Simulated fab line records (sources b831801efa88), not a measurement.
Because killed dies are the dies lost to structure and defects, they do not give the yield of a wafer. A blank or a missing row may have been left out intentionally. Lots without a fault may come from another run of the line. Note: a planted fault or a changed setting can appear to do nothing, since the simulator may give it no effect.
fab line records -- flow sky130
record: lots: 15, wafers: 45, last_day: 50
route steps=708 shown VIA2@521
lots untouched by any fault: they come from a run of this same line in which no faults occurred
start_h: start of the lot's first displayed wafer, in hours after the record's first day -- wait_h: time in hours since the lot's previous step -- " unchanged from the row above -- L1.1+2: a single row standing in for several wafers -- - either no value or no given start -- * or withheld: withheld -- < > ~ a bound
route shown NAME@n: names a module that has steps shown in the file, with the first one's number in the route -- usual: mean/standard deviation of fault-free wafers -- same: alike in all rows -- chamber/n: place in a boat -- sites: per-site readings -- _std_site: their standard deviation -- _edge_site: outer sites' mean less inner sites' -- radius_mm: how far each site lies from the wafer's centre -- mask NAME#n: copy n -- behind: tool/chamber where the wafer was last shaped -- hold: reason for holding the lot/hours on hold/outcome of the hold -- device: the transistor (n, p or np) that didn't switch -- end of line: tests of these same wafers at the route's end -- for a step that has no rows: nothing shown but its recipe -- killed: dies lost to structure and defects at the first sort, not the wafer's yield -- map: a wafer's dies, marking killed ones x, the rest . and places with no die _
set.NAME: the setting the step ran with; set.NAME@STEP: the setting that earlier step ran with -- model.NAME: the simulator's own value behind a step, which no gauge read
route steps across a sampled set of lots; one table per step, one row per wafer
services: when a tool's chamber went out of use (start_h, in hours from the record's first day, below 0 if earlier), for how many hours, and the reason
== steps ==
step: SKY_VIA2_ETCH_14
recipe: chemistry: N2/H2, target: BARC, ion_energy_ev: 200, source_w: 500, bias_w: 100, pressure_mtorr: 30, n2_flow_sccm: 100, h2_flow_sccm: 200, stop_on: SiO2, time_s: 45.9, target_depth_a: 600
usual: drypump_motor_current_A: 6.1/0.36, oes_product_au: 0.855/0.0048, throttle_valve_pct: 13.226/0.0091
lot.wafer,tool,chamber,start_h,wait_h,drypump_motor_current_A,oes_product_au,rf_hours_counter_h,throttle_valve_pct
L538.1,rie_diel-01,3,840.40,0.0,6.7,0.861,3,13.229
L538.5,rie_diel-01,1,840.40,0.0,6.4,0.845,-,13.229
L538.6,rie_diel-01,0,840.40,0.0,6.1,0.858,-,13.238
L540.1,rie_diel-01,1,854.90,0.0,6.4,0.783,2,13.221
L540.4,rie_diel-01,0,854.90,0.0,6.1,0.785,-,13.217
L540.6,rie_diel-01,2,854.90,0.0,6.2,0.853,-,13.231
L541.2,rie_diel-01,0,868.42,0.0,6.1,0.783,5,13.225
L541.5,rie_diel-01,2,868.42,0.0,6.2,0.862,-,13.227
L541.6,rie_diel-01,0,868.42,0.0,6.1,0.857,-,13.204
L542.1,rie_diel-01,0,874.70,0.0,6.1,0.794,5,13.217
L542.2,rie_diel-01,1,874.70,0.0,6.4,0.777,3,13.209
L542.6,rie_diel-01,2,874.70,0.0,6.2,0.854,-,13.230
L543.1,rie_diel-02,3,881.37,0.0,5.2,0.862,3,13.227
L543.5,rie_diel-02,0,881.37,0.0,5.7,0.857,-,13.221
L543.6,rie_diel-02,1,881.37,0.0,6.2,0.853,-,13.235
L550.1,rie_diel-02,0,935.67,0.0,5.7,0.856,3,13.214
L550.4,rie_diel-02,2,935.67,0.0,5.9,0.858,-,13.245
L550.5,rie_diel-02,1,935.67,0.0,6.2,0.858,-,13.228
L551.1,rie_diel-01,2,955.07,0.0,6.2,0.854,9,13.224
L551.3,rie_diel-01,3,955.07,0.0,6.7,0.859,5,13.231
L551.5,rie_diel-01,3,955.07,0.0,6.6,0.858,-,13.213
L553.2,rie_diel-01,0,959.55,0.0,6.1,0.847,8,13.239
L553.4,rie_diel-01,3,959.55,0.0,6.7,0.858,-,13.212
L553.6,rie_diel-01,2,959.55,0.0,6.2,0.857,-,13.231
L554.3,rie_diel-01,2,961.60,0.0,6.2,0.857,10,13.205
L554.4,rie_diel-01,2,961.60,0.0,6.2,0.857,-,13.225
L554.6,rie_diel-01,0,961.60,0.0,6.1,0.852,-,13.226
L555.4,rie_diel-01,1,970.82,0.0,6.4,0.857,5,13.222
L555.5,rie_diel-01,0,970.82,0.0,6.1,0.850,-,13.238
L555.6,rie_diel-01,3,970.82,0.0,6.7,0.853,-,13.230
L556.2,rie_diel-01,3,984.06,0.0,6.6,0.866,6,13.237
L556.4,rie_diel-01,0,984.06,0.0,6.1,0.859,8,13.220
L556.5,rie_diel-01,2,984.06,0.0,6.2,0.855,-,13.225
L557.2,rie_diel-01,2,986.05,0.0,6.2,0.856,11,13.227
L557.3,rie_diel-01,1,986.05,0.0,6.4,0.858,5,13.251
L557.6,rie_diel-01,3,986.05,0.0,6.7,0.854,-,13.202
L558.2,rie_diel-01,2,992.92,0.0,6.2,0.848,11,13.224
L558.3,rie_diel-01,0,992.92,0.0,6.1,0.851,9,13.235
L558.5,rie_diel-01,0,992.92,0.0,6.1,0.854,-,13.227
L559.1,rie_diel-01,1,998.77,0.0,6.4,0.849,6,13.242
L559.3,rie_diel-01,3,998.77,0.0,6.7,0.849,7,13.229
L559.5,rie_diel-01,3,998.77,0.0,6.6,0.858,-,13.235
L561.2,rie_diel-01,2,1011.60,0.0,6.2,0.852,11,13.235
L561.4,rie_diel-01,0,1011.60,0.0,6.1,0.854,9,13.218
L561.5,rie_diel-01,1,1011.60,0.0,6.4,0.859,-,13.235
step: SKY_VIA2_ETCH_15
recipe: target: SiO2, chemistry: C4F8/O2/Ar, target_depth_nm: 546, stop_on: TiN, mask_material: KrF-thick, source_w: 1500, bias_w: 1200, pressure_mtorr: 40, c4f8_flow_sccm: withheld, O2_flow_sccm: 6, Ar_flow_sccm: 300, time_s: 84
usual: oes_product_au: 0.939/0.0046
lot.wafer,tool,chamber,start_h,wait_h,oes_product_au,rf_hours_counter_h
L538.1,rie_diel-01,3,840.45,0.0,0.934,3
L538.5,rie_diel-01,1,840.45,0.0,0.947,-
L538.6,rie_diel-01,0,840.45,0.0,0.933,-
L540.1,rie_diel-01,1,854.95,0.0,0.567,2
L540.4,rie_diel-01,0,854.95,0.0,0.584,-
L540.6,rie_diel-01,2,854.95,0.0,0.936,-
L541.2,rie_diel-01,0,868.46,0.0,0.545,5
L541.5,rie_diel-01,2,868.46,0.0,0.935,-
L541.6,rie_diel-01,0,868.46,0.0,0.941,-
L542.1,rie_diel-01,0,874.74,0.0,0.632,5
L542.2,rie_diel-01,1,874.74,0.0,0.563,3
L542.6,rie_diel-01,2,874.74,0.0,0.939,-
L543.1,rie_diel-02,3,881.41,0.0,0.935,3
L543.5,rie_diel-02,0,881.41,0.0,0.942,-
L543.6,rie_diel-02,1,881.41,0.0,0.946,-
L550.1,rie_diel-02,0,935.71,0.0,0.945,3
L550.4,rie_diel-02,2,935.71,0.0,0.926,-
L550.5,rie_diel-02,1,935.71,0.0,0.936,-
L551.1,rie_diel-01,2,955.11,0.0,0.935,9
L551.3,rie_diel-01,3,955.11,0.0,0.940,5
L551.5,rie_diel-01,3,955.11,0.0,0.950,-
L553.2,rie_diel-01,0,959.59,0.0,0.944,8
L553.4,rie_diel-01,3,959.59,0.0,0.933,-
L553.6,rie_diel-01,2,959.59,0.0,0.937,-
L554.3,rie_diel-01,2,961.64,0.0,0.942,10
L554.4,rie_diel-01,2,961.64,0.0,0.934,-
L554.6,rie_diel-01,0,961.64,0.0,0.944,-
L555.4,rie_diel-01,1,970.86,0.0,0.933,5
L555.5,rie_diel-01,0,970.86,0.0,0.942,-
L555.6,rie_diel-01,3,970.86,0.0,0.936,-
L556.2,rie_diel-01,3,984.10,0.0,0.936,6
L556.4,rie_diel-01,0,984.10,0.0,0.944,8
L556.5,rie_diel-01,2,984.10,0.0,0.939,-
L557.2,rie_diel-01,2,986.09,0.0,0.942,11
L557.3,rie_diel-01,1,986.09,0.0,0.940,5
L557.6,rie_diel-01,3,986.09,0.0,0.943,-
L558.2,rie_diel-01,2,992.96,0.0,0.945,11
L558.3,rie_diel-01,0,992.96,0.0,0.947,9
L558.5,rie_diel-01,0,992.96,0.0,0.930,-
L559.1,rie_diel-01,1,998.81,0.0,0.939,6
L559.3,rie_diel-01,3,998.81,0.0,0.944,7
L559.5,rie_diel-01,3,998.81,0.0,0.939,-
L561.2,rie_diel-01,2,1011.64,0.0,0.939,11
L561.4,rie_diel-01,0,1011.64,0.0,0.945,9
L561.5,rie_diel-01,1,1011.64,0.0,0.943,-
step: SKY_VIA2_STRIP_16
recipe: chemistry: O2/N2, power_w: 1400, pressure_mtorr: 1500, platen_temp_c: withheld, o2_flow_sccm: 3000, n2_flow_sccm: 300, overash_fraction: 0.5
usual: drypump_motor_current_A: 5.8/0.55, oes_product_au: 0.399/0.0051, strip_time_to_endpoint_s: 4.040/0.023
lot.wafer,tool,chamber,start_h,wait_h,drypump_motor_current_A,oes_product_au,rf_hours_counter_h,strip_time_to_endpoint_s
L538.1,plasma_asher-01,0,840.51,0.0,6.6,0.404,70,4.034
L538.5,plasma_asher-01,0,840.51,0.0,6.6,0.397,-,4.042
L538.6,plasma_asher-01,1,840.51,0.0,5.0,0.397,-,4.010
L540.1,plasma_asher-01,1,855.01,0.0,4.9,0.408,71,4.210
L540.4,plasma_asher-01,1,855.01,0.0,4.9,0.404,-,4.194
L540.6,plasma_asher-01,1,855.01,0.0,4.9,0.390,-,4.005
L541.2,plasma_asher-02,0,868.52,0.0,5.9,0.405,106,4.146
L541.5,plasma_asher-02,1,868.52,0.0,6.2,0.395,-,3.994
L541.6,plasma_asher-02,0,868.52,0.0,5.9,0.401,-,3.996
L542.1,plasma_asher-01,1,874.80,0.0,5.0,0.396,73,4.158
L542.2,plasma_asher-01,0,874.80,0.0,6.6,0.403,73,4.202
L542.6,plasma_asher-01,0,874.80,0.0,6.6,0.400,-,3.971
L543.1,plasma_asher-02,0,881.47,0.0,5.9,0.402,107,4.062
L543.5,plasma_asher-02,0,881.47,0.0,5.9,0.404,-,4.025
L543.6,plasma_asher-02,1,881.47,0.0,6.2,0.395,-,4.032
L550.1,plasma_asher-04,1,935.77,0.0,5.5,0.405,19,4.035
L550.4,plasma_asher-04,1,935.77,0.0,5.5,0.396,-,4.025
L550.5,plasma_asher-04,0,935.77,0.0,5.3,0.401,-,4.052
L551.1,plasma_asher-02,1,955.17,0.0,6.2,0.399,114,4.031
L551.3,plasma_asher-02,0,955.17,0.0,5.9,0.404,-,4.040
L551.5,plasma_asher-02,0,955.17,0.0,5.9,0.408,-,4.044
L553.2,plasma_asher-04,0,959.65,0.0,5.3,0.394,21,4.049
L553.4,plasma_asher-04,0,959.65,0.0,5.3,0.397,-,4.036
L553.6,plasma_asher-04,0,959.65,0.0,5.3,0.395,-,4.013
L554.3,plasma_asher-02,1,961.74,0.1,6.2,0.396,-,4.042
L554.4,plasma_asher-02,0,961.74,0.1,5.9,0.400,-,4.000
L554.6,plasma_asher-02,1,961.74,0.1,6.2,0.396,-,4.033
L555.4,plasma_asher-01,1,970.96,0.1,4.9,0.394,-,4.025
L555.5,plasma_asher-01,0,970.96,0.1,6.6,0.399,-,4.025
L555.6,plasma_asher-01,1,970.96,0.1,4.9,0.400,-,4.027
L556.2,plasma_asher-04,0,984.16,0.0,5.3,0.402,24,4.082
L556.4,plasma_asher-04,0,984.16,0.0,5.3,0.392,-,4.072
L556.5,plasma_asher-04,1,984.16,0.0,5.5,0.401,-,4.041
L557.2,plasma_asher-01,1,986.15,0.0,4.9,0.397,84,4.028
L557.3,plasma_asher-01,1,986.15,0.0,4.9,0.397,-,4.051
L557.6,plasma_asher-01,0,986.15,0.0,6.6,0.394,-,4.046
L558.2,plasma_asher-02,1,993.02,0.0,6.2,0.392,118,4.038
L558.3,plasma_asher-02,0,993.02,0.0,5.9,0.400,-,4.055
L558.5,plasma_asher-02,0,993.02,0.0,5.9,0.395,-,4.047
L559.1,plasma_asher-02,1,998.87,0.0,6.2,0.401,119,4.031
L559.3,plasma_asher-02,0,998.87,0.0,5.9,0.399,-,4.033
L559.5,plasma_asher-02,0,998.87,0.0,5.9,0.411,-,4.036
L561.2,plasma_asher-01,1,1011.70,0.0,4.9,0.396,87,4.013
L561.4,plasma_asher-01,0,1011.70,0.0,6.6,0.398,-,4.025
L561.5,plasma_asher-01,0,1011.70,0.0,6.6,0.402,-,4.046
== services ==
tool,chamber,start_h,hours,kind
plasma_asher-02,-,823.26,0.6,repair
rie_diel-02,0,831.27,-,clean
rie_diel-02,0,831.27,13.8,scheduled_down
rie_diel-02,0,831.27,13.8,vent_cycle
rie_diel-02,1,845.77,-,clean
rie_diel-02,1,845.77,21.5,scheduled_down
rie_diel-02,1,845.77,21.5,vent_cycle
rie_diel-01,3,852.59,22.6,repair
plasma_asher-02,-,872.13,4.0,repair
plasma_asher-04,-,876.47,6.3,repair
rie_diel-01,1,882.89,10.8,repair
rie_diel-02,3,934.49,2.9,repair
rie_diel-02,-,937.63,2.8,pm
rie_diel-01,1,956.09,9.2,repair
rie_diel-02,1,986.46,4.9,repair
== key ==
first_sign: step: SKY_VIA2_ETCH_14, reading: oes_product_au, direction: down, sigmas: 15, usual: 0.855, struck: 0.784
effect: step: SKY_VIA2_ETCH_15, reading: oes_product_au, direction: down, sigmas: 79, usual: 0.939, struck: 0.578
effect: step: SKY_VIA2_STRIP_16, reading: strip_time_to_endpoint_s, direction: up, sigmas: 6.3, usual: *, struck: *
met_at SKY_VIA2_ETCH_14
struck_lots L540,L541,L542
struck_wafers L540.1,L540.4,L541.2,L542.1,L542.2
later_rows_left_out L541.2
sort_left_out L540.1,L540.4,L541.2,L542.1,L542.2
onset_between 840.40 854.90
fault: kind: process_parameter_drift, tool: rie_diel-01, chamber: -, onset_h: 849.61, steps: SKY_VIA2_ETCH_14, channel: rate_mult, offset: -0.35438, shape: step, end_h: 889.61, scope: struck_wafers_only
sort_left_out: the simulated sort isn't trusted on such a fault, so these wafers' sort isn't shown, and their yield isn't known
later_rows_left_out: the simulator's readings of these wafers behind a module that went badly wrong aren't trusted and aren't shown, but for the sort
